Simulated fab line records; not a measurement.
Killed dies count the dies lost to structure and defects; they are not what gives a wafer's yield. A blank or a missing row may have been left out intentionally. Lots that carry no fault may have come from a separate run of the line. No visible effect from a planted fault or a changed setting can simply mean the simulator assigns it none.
Chamber matching -- flow sky130 -- 4 sister chambers for SKY_LI_CONTACT_CMP_24 on cmp-01
The step polishes, stops on PSG, t overpolish 20 s, target thk 0 nm. 8 wafers are shown with their chamber, then 12 later ones without.

== WAFERS WITH THEIR CHAMBER ==
wafer,chamber,motor current A (A),overpolish run s (s)
L082.6,3,11.2,20.003
L083.4,3,10.9,19.993
L084.6,0,11.4,20.006
L085.4,0,12.0,19.997
L085.5,2,10.9,19.986
L089.1,1,10.6,19.988
L089.5,2,11.8,19.991
L089.6,1,10.8,20.000

== WAFERS WITHOUT THEIR CHAMBER ==
wafer,motor current A (A),overpolish run s (s)
L090.1,10.6,20.009
L090.3,11.3,20.003
L090.6,11.0,19.997
L093.1,11.4,20.008
L093.2,11.3,20.005
L093.4,10.5,20.008
L094.1,10.3,20.002
L094.4,11.5,19.993
L094.5,10.8,20.003
L096.2,11.8,20.000
L096.4,10.8,19.981
L096.5,10.3,19.997

== EACH ONE'S CHAMBER ==
wafer,from the rows above,in truth
L090.1,can't be placed: 3 or 1 or 0 or 2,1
L090.3,can't be placed: 3 or 0 or 1 or 2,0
L090.6,can't be placed: 3 or 1 or 2 or 0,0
L093.1,can't be placed: 0 or 3 or 1 or 2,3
L093.2,can't be placed: 0 or 3 or 1 or 2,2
L093.4,can't be placed: 3 or 1 or 0 or 2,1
L094.1,can't be placed: 1 or 3 or 2 or 0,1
L094.4,can't be placed: 2 or 3 or 0 or 1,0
L094.5,can't be placed: 3 or 1 or 0 or 2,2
L096.2,can't be placed: 0 or 3 or 2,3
L096.4,can't be placed: 2 or 1 or 3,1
L096.5,can't be placed: 1 or 3 or 2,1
Placed correctly: 0 of 12. From these rows, 12 cannot be placed; in 12 the true chamber is one of the candidates. Placed wrongly: 0.
How it was worked out, from the rows above alone: a wafer's distance from a chamber is the root of the sum, over the readings, of the square of ((its reading less the chamber's mean) divided by the reading's scatter). The wafer belongs to the nearest chamber; if the next one is less than 2 further off, it can't be placed. The mean given for a chamber averages the wafers shown for that chamber. The scatter is the square root of a quotient: the sum, over the shown wafers, of each reading's squared deviation from its chamber's mean, divided by wafers minus chambers.
